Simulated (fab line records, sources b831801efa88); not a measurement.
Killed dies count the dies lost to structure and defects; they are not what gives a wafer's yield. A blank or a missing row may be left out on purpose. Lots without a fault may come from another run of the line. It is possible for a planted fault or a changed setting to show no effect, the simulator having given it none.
Chamber matching | flow sky130 | SKY_POLY_GATE_ETCH_17 on rie-si-01 has 4 sister chambers
The step etches poly-Si in HBr/Cl2, stops on SiO2, target depth 180 nm, time 70.5 s. 14 wafers are shown with their chamber, then 7 later ones without.

WAFERS, EACH WITH ITS CHAMBER
wafer  | chamber | drypump-motor-current-A (A) | oes-product-au (a.u.) | throttle-valve-pct (%)
L601.4 | 1       | 5.9                         | 0.985                 | 33.684
L601.5 | 3       | 6.2                         | 0.988                 | 33.696
L601.6 | 2       | 6.8                         | 1.004                 | 33.685
L603.1 | 1       | 5.8                         | 0.980                 | 33.675
L603.4 | 3       | 6.2                         | 0.985                 | 33.682
L603.6 | 1       | 5.8                         | 0.982                 | 33.687
L608.2 | 2       | 6.8                         | 0.984                 | 33.705
L608.3 | 1       | 5.9                         | 0.978                 | 33.693
L608.6 | 0       | 5.2                         | 0.976                 | 33.679
L610.1 | 1       | 5.8                         | 0.974                 | 33.685
L610.3 | 2       | 6.9                         | 0.998                 | 33.683
L610.5 | 2       | 6.8                         | 0.990                 | 33.686
L613.4 | 1       | 5.9                         | 0.983                 | 33.678
L613.5 | 3       | 6.2                         | 0.987                 | 33.688

SIGNATURES (averages over the wafers above)
reading                 | chamber 0 | chamber 1 | chamber 2 | chamber 3 | scatter within a chamber
drypump-motor-current-A | 5.200     | 5.850     | 6.825     | 6.200     | 0.0474
oes-product-au          | 0.97600   | 0.98033   | 0.99400   | 0.98667   | 0.0056
throttle-valve-pct      | 33.67900  | 33.68367  | 33.68975  | 33.68867  | 0.00788
Rule: distance of a wafer from a chamber = root of the sum over the readings of ((wafer's reading minus chamber's mean) / reading's scatter) squared. The wafer belongs to the nearest chamber; if the next one is less than 2 further off, it can't be placed. The scatter is the square root of a quotient: the sum, over the shown wafers, of each reading's squared deviation from its chamber's mean, divided by wafers minus chambers.

WAFERS WITHOUT THEIR CHAMBER
wafer  | drypump-motor-current-A (A) | oes-product-au (a.u.) | throttle-valve-pct (%)
L613.6 | 5.2                         | 0.996                 | 33.681
L621.2 | 5.2                         | 0.990                 | 33.684
L621.5 | 6.2                         | 0.978                 | 33.686
L621.6 | 5.9                         | 0.982                 | 33.658
L623.1 | 5.2                         | 0.989                 | 33.682
L623.2 | 6.8                         | 0.997                 | 33.700
L623.6 | 5.9                         | 0.986                 | 33.684

EACH ONE'S CHAMBER
wafer  | from the rows above | in truth
L613.6 | 0                   | 0
L621.2 | 0                   | 0
L621.5 | 3                   | 3
L621.6 | 1                   | 1
L623.1 | 0                   | 0
L623.2 | 2                   | 2
L623.6 | 1                   | 1
Correctly placed: 7 of 7. Number that these rows cannot place: 0. Placed wrongly: 0.
